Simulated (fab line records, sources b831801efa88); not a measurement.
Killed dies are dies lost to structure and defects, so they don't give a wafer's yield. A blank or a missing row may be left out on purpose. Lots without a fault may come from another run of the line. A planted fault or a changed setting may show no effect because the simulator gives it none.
One fault seen from 2 desks | flow gf180mcu | each desk has only its own numbers; what lay behind them comes last

THE METROLOGY DESK
What the gauges read, lot by lot, whatever tool the lot ran on: means of the sampled wafers that have a number. A lot is out of limits, marked OUT, if its mean lies more than 4 standard deviations from the usual mean; the brackets give that distance.
Columns: A = V2_W_RS at GF_V2_RS_MEAS_24, usual 0.327 ohm/sq; B = M3_OVL at GF_M3_OVL_MEAS_15, usual -1 nm; C = V3_CVD_00_THK at GF_V3_THK_MEAS_01, usual 601 nm
lot  | first seen here | A     | B   | C
L607 | day 20 13:46    | 0.325 | -3  | 595
L608 | day 20 20:02    | 0.324 | -0  | 601
L609 | day 21 09:17    | 0.328 | -10 | 600
L613 | day 22 15:23    | 0.324 | -3  | 602
L614 | day 23 04:02    | 0.330 | -3  | 599
L616 | day 24 00:52    | 0.322 | -4  | 605
L617 | day 24 07:44    | 0.321 | -3  | 610
L618 | day 24 15:19    | 0.331 | -1  | 599
L619 | day 24 19:04    | 0.321 | 2   | 601
L620 | day 25 09:27    | 0.330 | -4  | 604
L628 | day 27 13:02    | 0.334 | 1   | 395 (-36) OUT
L630 | day 28 00:47    | 0.328 | 4   | 502 (-17) OUT
This desk's finding: out of limits on L628, L630; first on L628, day 28 10:25 (V3_CVD_00_THK at GF_V3_THK_MEAS_01). In limits: L607, L608, L609, L613, L614, L616, L617, L618, L619, L620.

THE TOOL OWNER'S DESK: hdpcvd-01
The tool's own readings at GF_V3_CVD_00 (deposits SiO2, target thk 600 nm, time 100 s): means of the sampled wafers that have a number, for each lot that ran on this tool. A lot is out of limits, marked OUT, if its mean lies more than 4 standard deviations from the usual mean; the brackets give that distance.
Columns: A = sih4_flow_sccm at GF_V3_CVD_00, usual 59.99 sccm
lot  | first seen here | A
L616 | day 25 00:42    | 59.96
L618 | day 25 14:10    | 59.87
L620 | day 26 08:42    | 60.07
L628 | day 28 10:20    | 40.04 (-99 or more) OUT
L630 | day 28 21:25    | 49.93 (-59) OUT
This desk's finding: out of limits on L628, L630; first on L628, day 28 10:20 (sih4_flow_sccm at GF_V3_CVD_00). In limits: L616, L618, L620.

PUT TOGETHER
The tool owner's desk could have raised an alarm at day 28 10:20, on L628, L630.
The metrology desk could have raised an alarm at day 28 10:25, on L628, L630.
Of the lots named, all ran GF_V3_CVD_00 on hdpcvd-01.

WHAT THE SIMULATOR HAD PUT IN
Process parameter drift: hdpcvd-01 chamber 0, from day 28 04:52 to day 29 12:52, at GF_V3_CVD_00. Setting sih4_flow_sccm, moved by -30, from 60. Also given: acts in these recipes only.
Lots struck among those shown: L628, L630.
Hours from the fault's start to each desk's first reading out of limits: the tool owner's desk, 5; the metrology desk, 6.
